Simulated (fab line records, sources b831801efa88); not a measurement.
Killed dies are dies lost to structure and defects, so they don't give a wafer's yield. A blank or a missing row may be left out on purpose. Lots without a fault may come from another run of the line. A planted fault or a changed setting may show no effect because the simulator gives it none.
Which tool did it? | flow gf180mcu | 6 lots, 18 wafers sampled, at 2 steps of a route of 602

WHAT THE GAUGES READ, wafer by wafer
GF_V1_OVL_MEAS_15.
lot  | measured     | on         | V1_OVL (nm)
L178 | day 18 23:04 | overlay-02 | -3 1 -6
L181 | day 20 02:39 | overlay-01 | -14 -10 -1
L183 | day 20 17:29 | overlay-02 | -8 -11 0
L189 | day 23 02:07 | overlay-01 | -4 -2 -8
L192 | day 24 02:20 | overlay-01 | -8 -10 -10
L194 | day 24 15:05 | overlay-01 | -8 -6 -8

WHICH TOOL RAN EACH LOT (tool, then ch and the chambers of the sampled wafers, then the start)
lot  | GF_NWELL_IMPLANT_09
L178 | implanter-01 ch 0, day 3 18:59
L181 | implanter-04 ch 0, day 4 10:43
L183 | implanter-04 ch 0, day 4 21:19
L189 | implanter-04 ch 0, day 6 07:22
L192 | implanter-01 ch 0, day 7 00:13
L194 | implanter-01 ch 0, day 7 10:16
- GF_NWELL_IMPLANT_09

THE ANSWER, worked out from the rows above alone
Rule: what is usual is taken from the lots themselves. Put in order of their means at a reading, lots are off if they are a third of the lots or fewer, leave a main group of 4 or more, and stand apart from it by a gap of 3 or more times the standard deviation of the main group's means; of several such gaps the widest counts. A main group whose means are all the same, to the digits that the tables above print for the reading, isn't used. A lot without any number at a reading at which 4 lots or more have one is off too. The other lots that the step has rows for count as sound.
No lot is off at any reading shown: from this, nothing can be told.

WHAT THE SIMULATOR HAD PUT IN
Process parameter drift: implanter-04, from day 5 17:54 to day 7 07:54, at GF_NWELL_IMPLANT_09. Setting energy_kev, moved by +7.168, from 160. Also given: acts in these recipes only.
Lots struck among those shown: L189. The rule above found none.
